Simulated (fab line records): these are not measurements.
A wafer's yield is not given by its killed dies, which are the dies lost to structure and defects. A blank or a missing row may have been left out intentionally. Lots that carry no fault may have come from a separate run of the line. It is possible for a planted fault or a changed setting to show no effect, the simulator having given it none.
Which tool did it? -- flow gf180mcu -- 45 wafers from 15 lots sampled at 3 of the route's 602 steps

WHAT EACH GAUGE READ, for each wafer
GF_HV_LDD_OVL_MEAS_08. Usual: HV_LDD_OVL typically reads 0.2 nm, with standard deviation 1.4.
lot,measured,on,HV_LDD_OVL (nm),flag
L170,day 10 13:25,overlay-02,-0.5 -0.2 -0.1,
L172,day 11 01:52,overlay-01,-0.8 -1.5 0.3,
L173,day 11 14:10,overlay-02,-2.1 -2.1 -3.1,
L174,day 11 14:35,overlay-01,0.8 -1.0 1.0,
L175,day 12 03:41,overlay-02,2.4 0.5 0.0,
L176,day 12 11:37,overlay-02,-0.8 -0.3 -1.9,
L177,day 12 11:50,overlay-02,1.0 0.9 -0.3,
L181,day 13 21:42,overlay-01,1.2 2.5 0.2,
L184,day 14 15:14,overlay-01,1.7 1.8 1.8,
L185,day 14 21:41,overlay-01,1.9 -1.6 -0.6,
L188,day 15 23:46,overlay-01,-2.3 -0.9 -0.7,
L189,day 16 05:47,overlay-02,1.8 4.3 1.2,
L190,day 16 09:41,overlay-01,-0.2 -1.0 0.0,
L191,day 17 06:35,overlay-02,1.1 1.8 1.2,
L192,day 17 07:47,overlay-01,1.6 -0.3 -0.4,

GF_HV_LDD_OVL_MEAS_32. Usual: HV_LDD_02_OVL typically reads -0.1 nm, with standard deviation 1.1.
lot,measured,on,HV_LDD_02_OVL (nm),flag
L170,day 12 02:13,overlay-01,-2.5 0.3 0.0,
L172,day 12 14:22,overlay-01,-1.2 -1.5 -1.2,
L173,day 13 04:20,overlay-02,0.4 1.1 -0.2,
L174,day 13 05:23,overlay-02,0.6 -0.6 -0.5,
L175,day 13 20:02,overlay-02,1.7 -1.6 -1.0,
L176,day 14 05:05,overlay-02,-0.3 0.7 -1.0,
L177,day 14 05:11,overlay-01,1.2 0.8 0.0,
L181,day 15 16:04,overlay-01,2.3 1.3 -0.5,
L184,day 16 12:11,overlay-02,-1.0 -0.5 0.3,
L185,day 16 17:47,overlay-01,-3.3 -0.8 0.6,
L188,day 17 22:03,overlay-01,0.3 0.7 -0.2,
L189,day 18 04:05,overlay-02,-0.5 0.3 1.9,
L190,day 18 09:06,overlay-01,-2.0 -1.1 -0.6,
L191,day 19 06:29,overlay-02,1.3 0.1 1.5,
L192,day 19 08:30,overlay-02,-1.4 -0.3 -1.9,

GF_HV_LDD_CD_MEAS_46: target cd 400 nm. Usual: cdNm at 400.9 nm, with a standard deviation of 2.8.
lot,measured,on,cdNm (nm),flag
L170,day 12 22:37,cdSem-01,403.2 399.3 401.9,
L172,day 13 11:14,cdSem-01,399.4 398.0 398.8,
L173,day 14 01:41,cdSem-01,399.3 400.8 398.8,
L174,day 14 02:28,cdSem-02,404.7 405.0 403.4,
L175,day 14 16:52,cdSem-02,403.7 403.7 404.0,
L176,day 15 02:40,cdSem-02,398.7 400.2 400.3,
L177,day 15 03:34,cdSem-02,402.1 402.0 400.9,
L181,day 16 14:50,cdSem-02,396.2 397.8 395.7,
L184,day 17 11:59,cdSem-02,399.2 400.7 400.9,
L185,day 17 17:04,cdSem-01,398.1 394.5 398.1,
L188,day 18 22:40,cdSem-02,399.1 401.1 398.7,
L189,day 19 04:35,cdSem-01,400.0 402.6 401.0,
L190,day 19 09:53,cdSem-01,398.6 401.3 403.4,
L191,day 20 06:49,cdSem-01,405.4 403.4 402.4,
L192,day 20 08:37,cdSem-02,398.3 398.4 399.8,

WHAT TOOL EACH LOT RAN ON (gives the tool, then ch and the chambers of the sampled wafers, and finally the start)
The record shows no process step preceding these readings.

AS READ BY THE TOOLS THEMSELVES (means over the sampled wafers that have a number; for cases with no such wafer, the mark the record gives instead)
The record holds no such reading with a usual standard deviation.

THE ANSWER, worked out from the rows above alone
Rule: a lot is off if the mean of its wafers that have a number lies more than 3 standard deviations from the usual mean. A lot without any number at a reading at which 4 lots or more have one is off too. Any other lot the step has rows for is counted as sound. The gauges are gone through in route order, then the tools' own readings, and for those a lot's mean is taken as printed above. At the first step where some lot is off, the reading lying furthest off is the one used; lots without a number count as furthest.
Across all readings shown, no lot is off: no conclusion can be drawn from this.

WHAT WAS PUT IN BY THE SIMULATOR
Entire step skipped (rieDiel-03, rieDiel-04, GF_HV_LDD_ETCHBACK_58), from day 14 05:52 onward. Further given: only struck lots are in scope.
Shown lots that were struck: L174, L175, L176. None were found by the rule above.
